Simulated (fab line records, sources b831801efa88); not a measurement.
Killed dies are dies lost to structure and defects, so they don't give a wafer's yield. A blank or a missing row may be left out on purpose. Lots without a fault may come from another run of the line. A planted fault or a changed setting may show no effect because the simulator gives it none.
A struck lot beside a sound one | flow sky130 | 15 steps out of a route of 708
Sound: wafers L743.2, L743.3, L743.6. Struck: wafer L760.1. (L760.4, L760.5 of the same lot were not struck and are left out.) The cause comes at the end.
At each step with rows: each side's tool, then ch and its chambers, then its first start. Under that, the readings that differ: sound wafers | struck wafers | difference of the means | sigmas: that difference in standard deviations of wafers without a fault.
alike: readings whose means differ by less than 2 such deviations, and words and numbers that are the same on both sides. not compared: withheld readings, readings that some wafer has no value for, bounds like >300 that may hide the same value, and numbers for which the record gives no deviation and whose values overlap.
The two part at a step that has a row with sigmas, a row that says differs or no value, or rows on one side only. Numbers that don't overlap but have no deviation are shown without sigmas and don't part them. A reading that every wafer of one side lacks parts them only if that side has two wafers or more.

SKY_VIA2_ETCH_14: etches BARC in N2/H2, stops on SiO2, time 45.9 s, target depth 60 nm.
  sound on rie_diel-02 ch 0,3, day 38 14:30; struck on rie_diel-03 ch 1, day 43 07:53
  reading               | sound             | struck | difference | sigmas
  oes_product_au (a.u.) | 0.858 0.858 0.857 | 0.848  | -0.010     | -2
  alike: drypump_motor_current_A, throttle_valve_pct
  not compared: rf_hours_counter_h
SKY_VIA2_ETCH_15: etches SiO2 in C4F8/O2/Ar, stops on TiN, target depth 546 nm, time 84 s.
  sound on rie_diel-02 ch 0,3, day 38 14:32; struck on rie_diel-03 ch 1, day 43 07:55
  alike: oes_product_au
then, 4 steps without rows for these wafers: SKY_VIA2_STRIP_16 (strips in O2/N2); SKY_VIA2_STRIP_17 (strips in post etch residue remover, time 1200 s); SKY_VIA2_CLEAN_18 (cleans in IPA, time 180 s); SKY_VIA2_CLEAN_19 (cleans in O3/DIW).
SKY_VIA2_SPUTTER_20: material TiN, target thk 20 nm, time 80 s.
  sound on pvd_sputter-04, day 38 15:13; struck on pvd_sputter-03, day 43 08:53
  alike: throttle_valve_pct
SKY_VIA2_CVD_21: deposits W, target thk 420 nm, time 126.4 s.
  sound on cvd_w-01 ch 0,1, day 38 15:16; struck on cvd_w-02 ch 0, day 43 08:57
  alike: heater_power_outer_w, heater_power_w
SKY_VIA2_RS_MEAS_22: measures by four-point-probe.
  sound on film_metro-04, day 38 15:25; struck on film_metro-03, day 43 09:13
  alike: VIA2_W_RS
SKY_VIA2_THK_MEAS_23: measures by xrf.
  sound on film_metro-04, day 38 15:32; struck on film_metro-03, day 43 09:20
  reading         | sound       | struck | difference | sigmas
  VIA2_W_THK (nm) | 438 444 439 | 452    | +12        | +2
then, 1 step without rows for these wafers: SKY_VIA2_CMP_24 (polishes, stops on SiO2, t overpolish 20 s, target thk 0 nm).
SKY_METAL3_SPUTTER_00: material Ti, target thk 15 nm, time 10 s.
  sound on pvd_sputter-03, day 38 15:53; struck on pvd_sputter-04, day 43 09:48
  alike: throttle_valve_pct
SKY_METAL3_SPUTTER_01: material TiN, target thk 20 nm, time 16.7 s.
  sound on pvd_sputter-03, day 38 15:54; struck on pvd_sputter-04, day 43 09:49
  reading                                    | sound             | struck | difference | sigmas
  model.TiN_of_METAL3_SPUTTER_01.thk_nm (nm) | 19.97 20.23 19.85 | 38.1   | +18.1      |
  alike: throttle_valve_pct
then, 1 step without rows for these wafers: SKY_METAL3_SPUTTER_02 (material AlCu, target thk 735 nm, time 39.1 s).
SKY_PAD_OPEN_PROBE_99:
  the record has rows for the sound wafers here (prober-01, day 48 00:35) and none for the struck ones

WHERE THEY PART
First at SKY_VIA2_ETCH_14; last, within this record, at SKY_PAD_OPEN_PROBE_99.

WHY: what the simulator had put in
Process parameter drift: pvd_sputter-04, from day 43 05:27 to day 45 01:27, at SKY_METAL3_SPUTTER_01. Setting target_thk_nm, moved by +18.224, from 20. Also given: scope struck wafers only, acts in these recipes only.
